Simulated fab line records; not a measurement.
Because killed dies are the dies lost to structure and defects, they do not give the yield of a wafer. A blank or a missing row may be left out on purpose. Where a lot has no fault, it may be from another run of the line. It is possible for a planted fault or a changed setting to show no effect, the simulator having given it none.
Problem report in the 8D (eight disciplines) form, filled by code    flow sky130    the parts of the form that need people (team, actions taken, sign-off) are left out

1. PROBLEM STATEMENT
Across 6 wafers from 2 lots, VT_ADJUST_HVTR_TW at SKY_VT_ADJUST_HVTR_TW_MEAS_11 averages 200.4, while fault-free wafers read 210.4 with a standard deviation of 1.2. Measured from the usual mean, that is -8.4 standard deviations.
The first sign was on wafer L628.1 at day 14 13:38, on film metro-04. Wafers with a number at this step in the record: 36, from 12 lots. Rule for "out" (also "out of limits"): further than 4 standard deviations from the usual mean. Any other wafer with a number is counted as sound.

2. WHAT IT IS; WHAT IT IS NOT
question                     is                            is not
which readings at this step  VT_ADJUST_HVTR_TW             -
which lots                   L627, L628                    L612, L613, L615, L616, L617, L618, L619, L620, L634, L635
which wafers of those lots   all that have a number        -
read on which gauges         film metro-02, film metro-04  film metro-01
when                         from day 14 13:38             up to then (24 sound wafers); but 6 sound wafers of L634, L635 came after

3. THE SUSPECTS, EACH WITH WHAT RULES IT OUT
Counting: any tool at a process step up to the reading is kept as a suspect provided that every lot that is out went through it and no sound lot did after the first of them.
- the gauge at SKY_VT_ADJUST_HVTR_TW_MEAS_11: ruled out. The wafers that are out were read on 2 gauges (film metro-02, film metro-04).
- implanter-01 at SKY_VT_ADJUST_HVTR_IMPLANT_09: kept. It processed each lot that is out, first L628 at day 14 13:23, and no sound lot thereafter; up to then, the last sound lot it processed was L620 at day 11 20:46. Its own beam on s, faraday current uA readings are out on those wafers.
Left after counting: implanter-01 at SKY_VT_ADJUST_HVTR_IMPLANT_09.

4. THE CAUSE (what the simulator had put in)
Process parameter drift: implanter-01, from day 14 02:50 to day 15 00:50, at SKY_VT_ADJUST_HVTR_IMPLANT_09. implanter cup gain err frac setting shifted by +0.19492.
This tool alone remained once counting was done.

5. SEQUENCE OF EFFECTS, ordered by route
Each row: a reading where the mean over the struck wafers with a number is more than 3 standard deviations away from the usual. Readings are gone through only where the record gives a usual standard deviation; hours: the median, over the lots, of the time from a lot's start at the first step in this table giving one to that lot's start at this step; sigmas: the change measured in usual standard deviations.
hours  step                           reading             usual   on struck wafers  change  sigmas
0      SKY_VT_ADJUST_HVTR_IMPLANT_09  beam on s           9.99 s  8.35              -1.64   -8.6
0      SKY_VT_ADJUST_HVTR_IMPLANT_09  faraday current uA  11.85   14.20             +2.35   +11
0      SKY_VT_ADJUST_HVTR_TW_MEAS_11  VT_ADJUST_HVTR_TW   210.4   200.4             -10.0   -8.4
Process steps it contains:
- SKY_VT_ADJUST_HVTR_IMPLANT_09

6. WHAT WOULD HAVE CAUGHT IT SOONER
The first out-of-limits reading at a measuring or inspecting step in this record came at day 14 13:38, 11 hours after the fault's start at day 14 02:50.
Tool's own readings at SKY_VT_ADJUST_HVTR_IMPLANT_09, beam on s, faraday current uA: out on all struck wafers the step has rows for; an alarm limit on them would have tripped on the first.
Among the 2 lots that are out, L627 began SKY_VT_ADJUST_HVTR_IMPLANT_09 on implanter-01 after day 14 13:38. A tool hold placed at that time would have kept it from harm.
